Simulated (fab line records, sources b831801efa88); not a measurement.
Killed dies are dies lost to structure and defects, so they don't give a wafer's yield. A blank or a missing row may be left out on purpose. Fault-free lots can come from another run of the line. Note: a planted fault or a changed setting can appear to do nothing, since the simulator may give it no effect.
Which of the tools did it? || flow sky130 || 12 lots, 36 wafers sampled, at 4 steps of a route of 708

== WHAT THE GAUGES SHOWED, per wafer ==
SKY_RES_PROTECT_TW_MEAS_08. Usual: for POLY_GATE_TW the level is 4050 and the standard deviation is 36.
{"lot": "L533", "measured": "day 15 04:16", "on": "filmMetro-03", "POLY_GATE_TW": "4010 3983 3993", "flag": ""}
{"lot": "L534", "measured": "day 15 12:23", "on": "filmMetro-02", "POLY_GATE_TW": "4057 4047 4071", "flag": ""}
{"lot": "L535", "measured": "day 15 22:56", "on": "filmMetro-04", "POLY_GATE_TW": "4059 4028 4057", "flag": ""}
{"lot": "L539", "measured": "day 17 12:23", "on": "filmMetro-02", "POLY_GATE_TW": "4072 4061 4088", "flag": ""}
{"lot": "L540", "measured": "day 17 16:42", "on": "filmMetro-04", "POLY_GATE_TW": "4034 4022 4027", "flag": ""}
{"lot": "L541", "measured": "day 19 00:01", "on": "filmMetro-04", "POLY_GATE_TW": "4055 4065 4042", "flag": ""}
{"lot": "L547", "measured": "day 20 16:38", "on": "filmMetro-02", "POLY_GATE_TW": "4101 4114 4104", "flag": ""}
{"lot": "L549", "measured": "day 21 01:47", "on": "filmMetro-04", "POLY_GATE_TW": "4069 4051 4070", "flag": ""}
{"lot": "L548", "measured": "day 21 04:15", "on": "filmMetro-04", "POLY_GATE_TW": "4076 4079 4064", "flag": ""}
{"lot": "L554", "measured": "day 22 21:51", "on": "filmMetro-02", "POLY_GATE_TW": "4086 4091 4062", "flag": ""}
{"lot": "L555", "measured": "day 23 00:48", "on": "filmMetro-04", "POLY_GATE_TW": "4067 4065 4098", "flag": ""}
{"lot": "L556", "measured": "day 23 07:19", "on": "filmMetro-04", "POLY_GATE_TW": "4062 4015 4038", "flag": ""}

SKY_LDD_P_TW_MEAS_11. Usual: for LDD_P_TW the level is 633 and the standard deviation is 7.4.
{"lot": "L533", "measured": "day 19 02:32", "on": "filmMetro-03", "LDD_P_TW": "633 629 627", "flag": ""}
{"lot": "L534", "measured": "day 19 13:13", "on": "filmMetro-01", "LDD_P_TW": "636 639 636", "flag": ""}
{"lot": "L535", "measured": "day 20 00:17", "on": "filmMetro-03", "LDD_P_TW": "626 627 630", "flag": ""}
{"lot": "L539", "measured": "day 21 13:14", "on": "filmMetro-02", "LDD_P_TW": "644 643 645", "flag": ""}
{"lot": "L540", "measured": "day 21 16:29", "on": "filmMetro-01", "LDD_P_TW": "633 630 631", "flag": ""}
{"lot": "L541", "measured": "day 23 02:11", "on": "filmMetro-01", "LDD_P_TW": "634 633 630", "flag": ""}
{"lot": "L547", "measured": "day 24 17:50", "on": "filmMetro-03", "LDD_P_TW": "626 629 629", "flag": ""}
{"lot": "L549", "measured": "day 25 01:03", "on": "filmMetro-03", "LDD_P_TW": "717 723 719", "flag": "OFF"}
{"lot": "L548", "measured": "day 25 03:26", "on": "filmMetro-02", "LDD_P_TW": "738 739 743", "flag": "OFF"}
{"lot": "L554", "measured": "day 26 20:18", "on": "filmMetro-01", "LDD_P_TW": "635 635 636", "flag": ""}
{"lot": "L555", "measured": "day 27 04:53", "on": "filmMetro-01", "LDD_P_TW": "635 633 636", "flag": ""}
{"lot": "L556", "measured": "day 27 05:37", "on": "filmMetro-02", "LDD_P_TW": "647 649 648", "flag": ""}

== WHICH TOOL RAN EACH LOT (tool, then ch and the chambers of the sampled wafers, then the start) ==
{"lot": "L533", "SKY_POLY_GATE_ETCH_15": "rieDiel-02 ch 0,2,3, day 16 10:50", "SKY_LDD_P_IMPLANT_09": "implanter-02 ch 0, day 19 02:17"}
{"lot": "L534", "SKY_POLY_GATE_ETCH_15": "rieDiel-04 ch 0,2, day 16 21:50", "SKY_LDD_P_IMPLANT_09": "implanter-02 ch 0, day 19 12:58"}
{"lot": "L535", "SKY_POLY_GATE_ETCH_15": "rieDiel-04 ch 0,1,2, day 17 06:02", "SKY_LDD_P_IMPLANT_09": "implanter-01 ch 0, day 20 00:02"}
{"lot": "L539", "SKY_POLY_GATE_ETCH_15": "rieDiel-02 ch 1,3, day 18 20:14", "SKY_LDD_P_IMPLANT_09": "implanter-04 ch 0, day 21 13:00"}
{"lot": "L540", "SKY_POLY_GATE_ETCH_15": "rieDiel-04 ch 0,1,2, day 18 23:44", "SKY_LDD_P_IMPLANT_09": "implanter-04 ch 0, day 21 16:16"}
{"lot": "L541", "SKY_POLY_GATE_ETCH_15": "rieDiel-01 ch 2,3, day 20 09:32", "SKY_LDD_P_IMPLANT_09": "implanter-02 ch 0, day 23 01:56"}
{"lot": "L547", "SKY_POLY_GATE_ETCH_15": "rieDiel-01 ch 0,1,2, day 22 01:34", "SKY_LDD_P_IMPLANT_09": "implanter-04 ch 0, day 24 17:35"}
{"lot": "L549", "SKY_POLY_GATE_ETCH_15": "rieDiel-01 ch 2,3, day 22 10:14", "SKY_LDD_P_IMPLANT_09": "implanter-02 ch 0, day 25 00:49"}
{"lot": "L548", "SKY_POLY_GATE_ETCH_15": "rieDiel-04 ch 2,3, day 22 12:38", "SKY_LDD_P_IMPLANT_09": "implanter-02 ch 0, day 25 03:12"}
{"lot": "L554", "SKY_POLY_GATE_ETCH_15": "rieDiel-04 ch 1,2,3, day 24 05:20", "SKY_LDD_P_IMPLANT_09": "implanter-04 ch 0, day 26 20:04"}
{"lot": "L555", "SKY_POLY_GATE_ETCH_15": "rieDiel-04 ch 0,2,3, day 24 15:29", "SKY_LDD_P_IMPLANT_09": "implanter-04 ch 0, day 27 04:40"}
{"lot": "L556", "SKY_POLY_GATE_ETCH_15": "rieDiel-01 ch 0,1,3, day 24 15:29", "SKY_LDD_P_IMPLANT_09": "implanter-01 ch 0, day 27 05:22"}
- SKY_POLY_GATE_ETCH_15: etches BARC in N2/H2, stops on SiO2, time 118.5 s, target depth 110 nm.
- SKY_LDD_P_IMPLANT_09

== AS READ BY THE TOOLS THEMSELVES (means over the sampled wafers that have a number; for cases with no such wafer, the mark the record gives instead) ==
SKY_POLY_GATE_ETCH_15. Usual: biasW 100.0 W, standard deviation 0.32; drypumpMotorCurrentA 5.8 A, standard deviation 0.41; oesProductAu 0.717 a.u., standard deviation 0.0053; throttleValvePct 13.212 %, standard deviation 0.0087.
{"lot": "L533", "tool": "rieDiel-02", "biasW (W)": 100.0, "drypumpMotorCurrentA (A)": 5.5, "oesProductAu (a.u.)": 0.723, "throttleValvePct (%)": 13.214, "flag": ""}
{"lot": "L534", "tool": "rieDiel-04", "biasW (W)": 99.9, "drypumpMotorCurrentA (A)": 5.9, "oesProductAu (a.u.)": 0.718, "throttleValvePct (%)": 13.212, "flag": ""}
{"lot": "L535", "tool": "rieDiel-04", "biasW (W)": 99.9, "drypumpMotorCurrentA (A)": 6.0, "oesProductAu (a.u.)": 0.718, "throttleValvePct (%)": 13.214, "flag": ""}
{"lot": "L539", "tool": "rieDiel-02", "biasW (W)": 100.0, "drypumpMotorCurrentA (A)": 5.5, "oesProductAu (a.u.)": 0.717, "throttleValvePct (%)": 13.204, "flag": ""}
{"lot": "L540", "tool": "rieDiel-04", "biasW (W)": 100.0, "drypumpMotorCurrentA (A)": 6.0, "oesProductAu (a.u.)": 0.721, "throttleValvePct (%)": 13.207, "flag": ""}
{"lot": "L541", "tool": "rieDiel-01", "biasW (W)": 100.0, "drypumpMotorCurrentA (A)": 5.9, "oesProductAu (a.u.)": 0.715, "throttleValvePct (%)": 13.207, "flag": ""}
{"lot": "L547", "tool": "rieDiel-01", "biasW (W)": 99.9, "drypumpMotorCurrentA (A)": 5.4, "oesProductAu (a.u.)": 0.718, "throttleValvePct (%)": 13.217, "flag": ""}
{"lot": "L549", "tool": "rieDiel-01", "biasW (W)": 100.1, "drypumpMotorCurrentA (A)": 5.9, "oesProductAu (a.u.)": 0.718, "throttleValvePct (%)": 13.211, "flag": ""}
{"lot": "L548", "tool": "rieDiel-04", "biasW (W)": 99.5, "drypumpMotorCurrentA (A)": 5.9, "oesProductAu (a.u.)": 0.719, "throttleValvePct (%)": 13.211, "flag": ""}
{"lot": "L554", "tool": "rieDiel-04", "biasW (W)": 100.4, "drypumpMotorCurrentA (A)": 6.0, "oesProductAu (a.u.)": 0.718, "throttleValvePct (%)": 13.205, "flag": ""}
{"lot": "L555", "tool": "rieDiel-04", "biasW (W)": 100.0, "drypumpMotorCurrentA (A)": 6.0, "oesProductAu (a.u.)": 0.716, "throttleValvePct (%)": 13.210, "flag": ""}
{"lot": "L556", "tool": "rieDiel-01", "biasW (W)": 99.8, "drypumpMotorCurrentA (A)": 5.9, "oesProductAu (a.u.)": 0.719, "throttleValvePct (%)": 13.209, "flag": ""}

SKY_LDD_P_IMPLANT_09. Usual: doseIonsCm2 1.0001e+13, standard deviation 9.6e+09; faradayCurrentUA 56.6, standard deviation 1.1.
{"lot": "L533", "tool": "implanter-02", "doseIonsCm2": 1.0009e+13, "faradayCurrentUA": 56.1, "flag": ""}
{"lot": "L534", "tool": "implanter-02", "doseIonsCm2": 1.0010e+13, "faradayCurrentUA": 56.9, "flag": ""}
{"lot": "L535", "tool": "implanter-01", "doseIonsCm2": 1.0005e+13, "faradayCurrentUA": 57.6, "flag": ""}
{"lot": "L539", "tool": "implanter-04", "doseIonsCm2": 9.9883e+12, "faradayCurrentUA": 55.9, "flag": ""}
{"lot": "L540", "tool": "implanter-04", "doseIonsCm2": 1.0003e+13, "faradayCurrentUA": 57.6, "flag": ""}
{"lot": "L541", "tool": "implanter-02", "doseIonsCm2": 1.0001e+13, "faradayCurrentUA": 57.5, "flag": ""}
{"lot": "L547", "tool": "implanter-04", "doseIonsCm2": 9.9953e+12, "faradayCurrentUA": 55.4, "flag": ""}
{"lot": "L549", "tool": "implanter-02", "doseIonsCm2": 1.5423e+13, "faradayCurrentUA": 86.7, "flag": "OFF"}
{"lot": "L548", "tool": "implanter-02", "doseIonsCm2": 1.5429e+13, "faradayCurrentUA": 87.4, "flag": "OFF"}
{"lot": "L554", "tool": "implanter-04", "doseIonsCm2": 1.0008e+13, "faradayCurrentUA": 56.3, "flag": ""}
{"lot": "L555", "tool": "implanter-04", "doseIonsCm2": 1.0001e+13, "faradayCurrentUA": 57.3, "flag": ""}
{"lot": "L556", "tool": "implanter-01", "doseIonsCm2": 9.9957e+12, "faradayCurrentUA": 56.3, "flag": ""}

== THE ANSWER, worked out from the rows above alone ==
Rule: lot off if the mean of its wafers having a number is beyond 3 standard deviations from the usual mean. Also off: a lot with no number at a reading for which 4 or more lots have one. Where the step has rows for the other lots, those lots are counted as sound. Order of review: gauges by route order, followed by the tools' own readings, for which a lot's mean as printed above is used. At the first step where some lot is off, the reading lying furthest off is the one used; lots without a number count as furthest.
Off: L549, L548, at SKY_LDD_P_TW_MEAS_11 (LDD_P_TW).
If a tool, at a process step before that reading, ran all the lots that are off and no sound lot after the first of them, it fits. Not tried: the gauges at SKY_LDD_P_TW_MEAS_11; whatever is off there is also off at SKY_LDD_P_IMPLANT_09, on other tools, and gauge error can't account for it. One candidate fits, namely implanter-02 at SKY_LDD_P_IMPLANT_09. Its last sound lot is L541 (day 23 01:56), its first lot that is off L549 (day 25 00:49): a fault that began between those two fits.
The tool's own readings at SKY_LDD_P_IMPLANT_09 bear it out: on the lots that are off they differ by more than 5 times the standard deviation of the sound lots' means. doseIonsCm2 reads 1.5426e+13 there against 1.0002e+13 on the sound lots; faradayCurrentUA reads 87.1 there against 56.7 on the sound lots.

== WHAT THE SIMULATOR HAD INSERTED ==
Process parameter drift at SKY_LDD_P_IMPLANT_09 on implanter-02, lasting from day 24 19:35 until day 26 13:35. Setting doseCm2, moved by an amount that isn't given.
Lots struck among those shown: L549, L548. The rule above reached the same finding.
